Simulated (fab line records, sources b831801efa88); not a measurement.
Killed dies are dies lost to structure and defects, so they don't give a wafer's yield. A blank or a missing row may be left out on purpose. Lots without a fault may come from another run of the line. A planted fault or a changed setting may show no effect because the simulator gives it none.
Which tool did it? | flow gf180mcu | 24 lots, 72 wafers sampled, at 6 steps of a route of 602

WHAT THE GAUGES READ, wafer by wafer
GF_M4_OVL_MEAS_15. Usual: M4_OVL 0 nm, standard deviation 5.6.
lot  | measured     | on         | M4_OVL (nm) | flag
L074 | day 23 00:01 | overlay-02 | 6 1 0       |
L075 | day 23 15:53 | overlay-02 | -1 -2 2     |
L076 | day 23 17:32 | overlay-01 | -5 0 3      |
L077 | day 24 04:53 | overlay-02 | 6 9 11      |
L078 | day 24 15:39 | overlay-02 | 0 7 2       |
L079 | day 25 00:21 | overlay-01 | -5 -12 -8   |
L080 | day 25 05:12 | overlay-02 | 8 9 3       |
L081 | day 25 20:41 | overlay-02 | 3 -2 9      |
L082 | day 25 21:20 | overlay-01 | -12 -8 -7   |
L083 | day 26 11:14 | overlay-02 | 3 0 4       |
L084 | day 26 16:56 | overlay-01 | -5 -4 -8    |
L085 | day 27 06:22 | overlay-02 | -6 1 -4     |
L086 | day 27 07:30 | overlay-01 | 0 -5 3      |
L087 | day 27 20:02 | overlay-02 | -5 6 4      |
L088 | day 28 02:20 | overlay-01 | -5 -4 -4    |
L089 | day 28 12:23 | overlay-01 | 10 10 0     |
L090 | day 29 02:14 | overlay-02 | -1 4 -7     |
L091 | day 29 10:59 | overlay-01 | 1 -5 -2     |
L092 | day 29 16:44 | overlay-02 | 1 8 -4      |
L093 | day 29 18:40 | overlay-02 | -1 -3 -1    |
L094 | day 29 22:05 | overlay-02 | -7 -5 -4    |
L095 | day 30 01:01 | overlay-01 | -1 2 2      |
L096 | day 30 08:03 | overlay-01 | 4 8 7       |
L097 | day 30 17:04 | overlay-02 | -8 -6 -1    |

GF_MIM_THK_MEAS_11: measures by xrf. Usual: MIM_ALCU_THK 199.3 nm, standard deviation 2.2.
lot  | measured     | on            | MIM_ALCU_THK (nm) | flag
L074 | day 24 01:36 | film_metro-02 | 200.7 202.0 200.9 |
L075 | day 24 16:44 | film_metro-01 | 197.1 199.8 198.2 |
L076 | day 24 18:50 | film_metro-02 | 201.8 197.0 199.1 |
L077 | day 25 06:30 | film_metro-01 | 199.8 196.9 198.7 |
L078 | day 25 15:50 | film_metro-04 | 198.4 201.8 200.6 |
L079 | day 26 02:18 | film_metro-04 | 197.2 197.7 194.8 |
L080 | day 26 06:08 | film_metro-02 | 200.3 202.1 200.2 |
L081 | day 26 21:03 | film_metro-01 | 196.9 196.1 201.4 |
L082 | day 26 21:38 | film_metro-02 | 197.6 200.2 200.9 |
L083 | day 27 11:39 | film_metro-04 | 200.6 198.8 201.7 |
L084 | day 27 16:23 | film_metro-02 | 203.7 200.2 199.1 |
L085 | day 28 05:19 | film_metro-01 | 200.5 201.8 201.3 |
L086 | day 28 05:57 | film_metro-01 | 201.5 201.2 199.4 |
L087 | day 28 18:22 | film_metro-04 | 198.6 196.0 197.3 |
L088 | day 29 00:20 | film_metro-01 | 197.0 200.8 196.7 |
L089 | day 29 11:21 | film_metro-02 | 202.1 199.4 199.2 |
L090 | day 30 00:12 | film_metro-02 | 201.1 204.2 201.0 |
L091 | day 30 09:03 | film_metro-02 | 199.9 200.6 201.9 |
L092 | day 30 14:07 | film_metro-04 | 194.5 196.2 194.8 |
L093 | day 30 16:41 | film_metro-01 | 198.7 198.2 197.0 |
L094 | day 30 19:25 | film_metro-02 | 202.2 199.1 198.5 |
L095 | day 30 22:21 | film_metro-02 | 200.5 202.7 198.3 |
L096 | day 31 04:44 | film_metro-04 | 198.1 196.6 197.8 |
L097 | day 31 13:53 | film_metro-01 | 200.3 199.8 198.7 |

GF_PASSIVATION_THK_MEAS_01. Usual: PASSIVATION_CVD_00_THK 1001 nm, standard deviation 14.
lot  | measured     | on            | PASSIVATION_CVD_00_THK (nm) | flag
L074 | day 27 19:07 | film_metro-03 | 976 987 996                 |
L075 | day 28 07:04 | film_metro-03 | 1004 1024 1028              |
L076 | day 28 09:32 | film_metro-04 | 997 990 1011                |
L077 | day 28 19:47 | film_metro-04 | 1003 1019 1014              |
L078 | day 29 04:03 | film_metro-04 | 988 1001 1006               |
L079 | day 29 13:06 | film_metro-03 | 991 1002 1024               |
L080 | day 29 17:19 | film_metro-01 | 986 1005 998                |
L081 | day 30 06:20 | film_metro-03 | 987 996 1004                |
L082 | day 30 07:55 | film_metro-03 | 1008 995 1015               |
L083 | day 30 19:07 | film_metro-04 | 1007 1011 1028              |
L084 | day 30 21:51 | film_metro-01 | 998 989 1016                |
L085 | day 31 11:27 | film_metro-01 | 982 983 999                 |
L086 | day 31 11:46 | film_metro-04 | 990 1009 999                |
L087 | day 31 21:07 | film_metro-03 | 983 996 992                 |
L088 | day 32 04:06 | film_metro-04 | 995 1004 1006               |
L089 | day 32 12:47 | film_metro-04 | 992 1009 1040               |
L090 | day 33 01:23 | film_metro-01 | 969 994 1012                |
L091 | day 33 08:35 | film_metro-01 | 1011 1020 1015              |
L092 | day 33 12:20 | film_metro-01 | 994 1012 991                |
L093 | day 33 13:49 | film_metro-04 | 1001 1011 1014              |
L094 | day 33 16:20 | film_metro-03 | 998 1004 1016               |
L095 | day 33 23:30 | film_metro-04 | 1002 1011 1020              |
L096 | day 34 02:38 | film_metro-03 | 975 975 979                 |
L097 | day 34 09:41 | film_metro-03 | 985 1001 1002               |

WHICH TOOL RAN EACH LOT (tool, then ch and the chambers of the sampled wafers, then the start)
lot  | GF_M4_SPUTTER_00             | GF_M4_SPUTTER_04             | GF_MIM_SPUTTER_04
L074 | pvd_sputter-03, day 22 01:24 | pvd_sputter-03, day 22 01:35 | pvd_sputter-02, day 24 01:14
L075 | pvd_sputter-04, day 22 16:52 | pvd_sputter-04, day 22 17:03 | pvd_sputter-02, day 24 16:22
L076 | pvd_sputter-02, day 22 18:55 | pvd_sputter-02, day 22 19:05 | pvd_sputter-02, day 24 18:29
L077 | pvd_sputter-02, day 23 06:12 | pvd_sputter-02, day 23 06:23 | pvd_sputter-01, day 25 06:08
L078 | pvd_sputter-03, day 23 17:40 | pvd_sputter-03, day 23 17:50 | pvd_sputter-04, day 25 15:28
L079 | pvd_sputter-03, day 24 02:49 | pvd_sputter-03, day 24 03:01 | pvd_sputter-04, day 26 01:56
L080 | pvd_sputter-04, day 24 07:42 | pvd_sputter-04, day 24 07:53 | pvd_sputter-01, day 26 05:46
L081 | pvd_sputter-04, day 24 23:31 | pvd_sputter-04, day 24 23:41 | pvd_sputter-02, day 26 20:41
L082 | pvd_sputter-02, day 24 23:49 | pvd_sputter-02, day 24 23:59 | pvd_sputter-01, day 26 21:17
L083 | pvd_sputter-02, day 25 13:36 | pvd_sputter-02, day 25 13:47 | pvd_sputter-01, day 27 11:17
L084 | pvd_sputter-02, day 25 20:24 | pvd_sputter-02, day 25 20:35 | pvd_sputter-04, day 27 16:02
L085 | pvd_sputter-03, day 26 09:45 | pvd_sputter-03, day 26 09:56 | pvd_sputter-01, day 28 04:54
L086 | pvd_sputter-02, day 26 10:49 | pvd_sputter-02, day 26 11:00 | pvd_sputter-01, day 28 05:35
L087 | pvd_sputter-03, day 27 00:01 | pvd_sputter-03, day 27 00:11 | pvd_sputter-01, day 28 18:01
L088 | pvd_sputter-03, day 27 07:27 | pvd_sputter-03, day 27 07:38 | pvd_sputter-01, day 28 23:59
L089 | pvd_sputter-04, day 27 17:08 | pvd_sputter-04, day 27 17:19 | pvd_sputter-01, day 29 10:59
L090 | pvd_sputter-04, day 28 06:58 | pvd_sputter-04, day 28 07:08 | pvd_sputter-04, day 29 23:49
L091 | pvd_sputter-02, day 28 15:18 | pvd_sputter-02, day 28 15:29 | pvd_sputter-02, day 30 08:41
L092 | pvd_sputter-03, day 28 21:56 | pvd_sputter-03, day 28 22:07 | pvd_sputter-02, day 30 13:45
L093 | pvd_sputter-02, day 28 23:14 | pvd_sputter-02, day 28 23:25 | pvd_sputter-01, day 30 16:19
L094 | pvd_sputter-04, day 29 03:32 | pvd_sputter-04, day 29 03:44 | pvd_sputter-04, day 30 19:03
L095 | pvd_sputter-04, day 29 06:19 | pvd_sputter-04, day 29 06:29 | pvd_sputter-01, day 30 21:59
L096 | pvd_sputter-04, day 29 13:31 | pvd_sputter-04, day 29 13:41 | pvd_sputter-02, day 31 04:21
L097 | pvd_sputter-04, day 29 22:05 | pvd_sputter-04, day 29 22:16 | pvd_sputter-02, day 31 13:32
- GF_M4_SPUTTER_00: material Ti, target thk 37.5 nm, time 150 s.
- GF_M4_SPUTTER_04: material TiN, target thk 50 nm, time 42.9 s.
- GF_MIM_SPUTTER_04: material TiN, target thk 50 nm, time 41.7 s.

WHAT THE TOOLS THEMSELVES READ (means of the sampled wafers that have a number; where no wafer has one, the mark that the record gives instead)
GF_M4_SPUTTER_00. Usual: chamber_pressure_pa 1.999 Pa, standard deviation 0.0037; throttle_valve_pct 29.4 %, standard deviation 1.
lot  | tool           | chamber_pressure_pa (Pa) | throttle_valve_pct (%) | flag
L074 | pvd_sputter-03 | 1.998                    | 30.2                   |
L075 | pvd_sputter-04 | 1.996                    | 30.2                   |
L076 | pvd_sputter-02 | 1.998                    | 28.9                   |
L077 | pvd_sputter-02 | 2.004                    | 29.1                   |
L078 | pvd_sputter-03 | 2.000                    | 30.5                   |
L079 | pvd_sputter-03 | 1.996                    | 30.2                   |
L080 | pvd_sputter-04 | 1.995                    | 29.2                   |
L081 | pvd_sputter-04 | 2.000                    | 28.3                   |
L082 | pvd_sputter-02 | 1.999                    | 29.4                   |
L083 | pvd_sputter-02 | 1.999                    | 28.7                   |
L084 | pvd_sputter-02 | 2.003                    | 29.5                   |
L085 | pvd_sputter-03 | 1.997                    | 30.2                   |
L086 | pvd_sputter-02 | 1.999                    | 28.8                   |
L087 | pvd_sputter-03 | 1.999                    | 30.3                   |
L088 | pvd_sputter-03 | 1.999                    | 30.2                   |
L089 | pvd_sputter-04 | 2.001                    | 29.2                   |
L090 | pvd_sputter-04 | 2.003                    | 29.4                   |
L091 | pvd_sputter-02 | 1.998                    | 29.5                   |
L092 | pvd_sputter-03 | 1.994                    | 30.1                   |
L093 | pvd_sputter-02 | 2.004                    | 28.8                   |
L094 | pvd_sputter-04 | 1.998                    | 29.5                   |
L095 | pvd_sputter-04 | 2.000                    | 29.5                   |
L096 | pvd_sputter-04 | 1.997                    | 28.3                   |
L097 | pvd_sputter-04 | 2.002                    | 30.0                   |

GF_M4_SPUTTER_04. Usual: chamber_pressure_pa 0.3999 Pa, standard deviation 0.00086; throttle_valve_pct 29.4 %, standard deviation 1.
lot  | tool           | chamber_pressure_pa (Pa) | throttle_valve_pct (%) | flag
L074 | pvd_sputter-03 | 0.4001                   | 30.3                   |
L075 | pvd_sputter-04 | 0.3999                   | 30.1                   |
L076 | pvd_sputter-02 | 0.3986                   | 29.0                   |
L077 | pvd_sputter-02 | 0.4005                   | 29.1                   |
L078 | pvd_sputter-03 | 0.4004                   | 30.2                   |
L079 | pvd_sputter-03 | 0.3998                   | 30.3                   |
L080 | pvd_sputter-04 | 0.4000                   | 29.1                   |
L081 | pvd_sputter-04 | 0.3995                   | 28.3                   |
L082 | pvd_sputter-02 | 0.4004                   | 29.5                   |
L083 | pvd_sputter-02 | 0.3999                   | 28.9                   |
L084 | pvd_sputter-02 | 0.4009                   | 29.4                   |
L085 | pvd_sputter-03 | 0.4004                   | 30.3                   |
L086 | pvd_sputter-02 | 0.4008                   | 28.8                   |
L087 | pvd_sputter-03 | 0.4008                   | 30.2                   |
L088 | pvd_sputter-03 | 0.4009                   | 30.0                   |
L089 | pvd_sputter-04 | 0.3994                   | 29.2                   |
L090 | pvd_sputter-04 | 0.3997                   | 29.3                   |
L091 | pvd_sputter-02 | 0.4005                   | 29.5                   |
L092 | pvd_sputter-03 | 0.4005                   | 30.2                   |
L093 | pvd_sputter-02 | 0.3995                   | 28.7                   |
L094 | pvd_sputter-04 | 0.4004                   | 29.4                   |
L095 | pvd_sputter-04 | 0.4001                   | 29.4                   |
L096 | pvd_sputter-04 | 0.3990                   | 28.2                   |
L097 | pvd_sputter-04 | 0.4004                   | 29.8                   |

GF_MIM_SPUTTER_04. Usual: chamber_pressure_pa 0.3999 Pa, standard deviation 0.00082; throttle_valve_pct 29.5 %, standard deviation 1.1.
lot  | tool           | chamber_pressure_pa (Pa) | throttle_valve_pct (%) | flag
L074 | pvd_sputter-02 | 0.3997                   | 28.7                   |
L075 | pvd_sputter-02 | 0.4002                   | 29.8                   |
L076 | pvd_sputter-02 | 0.3997                   | 29.2                   |
L077 | pvd_sputter-01 | 0.4000                   | 29.4                   |
L078 | pvd_sputter-04 | 0.3999                   | 29.2                   |
L079 | pvd_sputter-04 | 0.4005                   | 28.6                   |
L080 | pvd_sputter-01 | 0.3990                   | 29.3                   |
L081 | pvd_sputter-02 | 0.3995                   | 29.7                   |
L082 | pvd_sputter-01 | 0.4010                   | 30.0                   |
L083 | pvd_sputter-01 | 0.4004                   | 30.2                   |
L084 | pvd_sputter-04 | 0.4003                   | 29.2                   |
L085 | pvd_sputter-01 | 0.3995                   | 30.2                   |
L086 | pvd_sputter-01 | 0.4004                   | 30.2                   |
L087 | pvd_sputter-01 | 0.4000                   | 30.2                   |
L088 | pvd_sputter-01 | 0.3987                   | 30.3                   |
L089 | pvd_sputter-01 | 0.3996                   | 29.3                   |
L090 | pvd_sputter-04 | 0.3998                   | 30.1                   |
L091 | pvd_sputter-02 | 0.4006                   | 28.8                   |
L092 | pvd_sputter-02 | 0.4009                   | 29.9                   |
L093 | pvd_sputter-01 | 0.4004                   | 30.3                   |
L094 | pvd_sputter-04 | 0.3999                   | 28.3                   |
L095 | pvd_sputter-01 | 0.3987                   | 29.5                   |
L096 | pvd_sputter-02 | 0.3997                   | 29.9                   |
L097 | pvd_sputter-02 | 0.4009                   | 29.5                   |

THE ANSWER, worked out from the rows above alone
Rule: a lot is off if the mean of its wafers that have a number lies more than 3 standard deviations from the usual mean. A lot without any number at a reading at which 4 lots or more have one is off too. The other lots that the step has rows for count as sound. The gauges are gone through in route order, then the tools' own readings, and for those a lot's mean is taken as printed above. The first step at which some lot is off is used, and at that step the reading that is off furthest; a lot without a number counts as furthest.
No lot is off at any reading shown: from this, nothing can be told.

WHAT THE SIMULATOR HAD PUT IN
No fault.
